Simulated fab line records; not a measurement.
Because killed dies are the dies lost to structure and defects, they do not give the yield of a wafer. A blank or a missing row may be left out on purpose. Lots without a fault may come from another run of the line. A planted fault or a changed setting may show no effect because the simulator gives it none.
A struck lot beside a sound one + flow sky130 + 15 steps out of a route of 708
Sound: the wafers L861.1, L861.2, L861.6. Wafers L871.2, L871.4, L871.5 were the ones struck. Last of all comes the cause.
Per side, at each step with rows, come the tool, then ch with its chambers, and then its first start. Under that, the readings that differ: sound wafers + struck wafers + difference of the means + sigmas: that difference in standard deviations of wafers without a fault.
alike: readings with means less than 2 such deviations apart, plus words and numbers identical on both sides. not compared: withheld readings, readings lacking a value on some wafer, bounds such as >300 that could conceal the same value, and numbers that have no deviation in the record and whose values overlap.
Wherever a step has rows on one side only, a row that says differs or no value, or a row with sigmas, the two part there. Numbers that have no deviation but don't overlap get no sigmas and don't part them. Lack of a reading on every wafer of one side parts them only where that side has two or more wafers.

first, 5 steps without rows for these wafers: SKY_LDD_LDN_COAT_02 (resist thk 1140 nm); SKY_LDD_LDN_SOFTBAKE_03 (time 60 s); SKY_LDD_LDN_EXPOSE_04 (exposes mask LDNTM, target cd 700 nm); SKY_LDD_LDN_PEB_05; SKY_LDD_LDN_DEVELOP_06 (develop time 60 s).
SKY_LDD_LDN_OVL_MEAS_07:
  struck on overlay-02, day 30 03:07; sound on overlay-02, day 25 08:47
  alike: LDD_LDN_OVL
then, 4 steps without rows for these wafers: SKY_LDD_LDN_IMPLANT_08; SKY_LDD_LDN_IMPLANT_09; SKY_LDD_LDN_IMPLANT_10; SKY_LDD_LDN_IMPLANT_11.
SKY_LDD_LDN_STRIP_12: strips in O2/N2.
  sound on plasma-asher-02 ch 0,1, day 25 09:25; struck on plasma-asher-01 ch 0, day 30 03:45
  alike: drypump-motor-current-A, oes-product-au, strip-time-to-endpoint-s
  not compared: rf-hours-counter-h
SKY_LDD_LDN_TW_MEAS_13:
  struck on film-metro-03, day 30 03:52; sound on film-metro-03, day 25 09:31
  alike: LDD_LDN_TW
SKY_LDD_LDN_CLEAN_14: cleans in SC1/SC2, time 150 s.
  sound on wet-bench-02 ch 1, day 25 09:35; struck on wet-bench-02 ch 0, day 30 03:55
  no value came back on the struck wafers for bath-guard-temp-C (C), bath-heat-duty-pct (%); on the sound wafers bath-guard-temp-C (C) reads 70.3 70.5 70.1
then, 1 step without rows for these wafers: SKY_SPACER_CVD_00 (deposits Si3N4 from DCS/NH3, target thk 43.1 nm, time 740 s).
-- the record jumps here: 20 days lie between the struck wafers' starts before and after (it left off in module SPACER and takes up again in module PAD_OPEN, whose first step shown is number 708 of the route) --
SKY_PAD_OPEN_PROBE_99:
  struck on prober-02, day 50 14:35; sound on prober-02, day 47 09:38
| reading                                           | sound                | struck               | difference | sigmas |
|---------------------------------------------------|----------------------|----------------------|------------|--------|
| killed-at-front-end                               | 14 12 7              | 13 22 29             | +10        | +2     |
| killed-dies                                       | 80 78 73             | 97 103 94            | +21        | +2     |
| killed-short                                      | 31 27 35             | 47 57 38             | +16        | +3     |
| model.etest.diode-nwell-sub.leak-log10-a-cm2      | -7.611 -7.257 -7.074 | -6.637 -6.665 -6.648 | +0.664     |        |
| model.etest.diode-dnwell-sub.leak-log10-a-cm2     | -7.422 -7.31 -7.505  | -6.806 -6.604 -6.732 | +0.698     |        |
| model.etest.diode-pwell-dnwell.leak-log10-a-cm2   | -7.54 -7.59 -7.666   | -6.908 -7.016 -6.957 | +0.638     |        |
| model.etest.diode-pdiff-nwell-hv.leak-log10-a-cm2 | -6.609 -6.675 -6.695 | -6.553 -6.333 -6.4   | +0.231     |        |
| model.etest.diode-ndiff-pwell.leak-log10-a-cm2    | -7.197 -7.415 -7.479 | -7.027 -6.924 -6.997 | +0.381     |        |
| model.etest.nfet_16v.off-log10-a-um               | -13.77 -13.76 -13.98 | -13.67 -13.65 -13.64 | +0.18      |        |
| model.etest.pfet_16v.off-log10-a-um               | -13.92 -13.98 -13.86 | -13.64 -13.75 -13.76 | +0.20      |        |
  alike: killed_at_M0_to_M3, killed_at_M4_up, killed-at-contacts, killed-at-other, killed-open
  not compared: model.etest.diode-pdiff-nwell.leak-log10-a-cm2

## WHERE THEY PART
At SKY_LDD_LDN_CLEAN_14 first; at SKY_PAD_OPEN_PROBE_99 last (within this record only).

WHY: what had been put in by the simulator
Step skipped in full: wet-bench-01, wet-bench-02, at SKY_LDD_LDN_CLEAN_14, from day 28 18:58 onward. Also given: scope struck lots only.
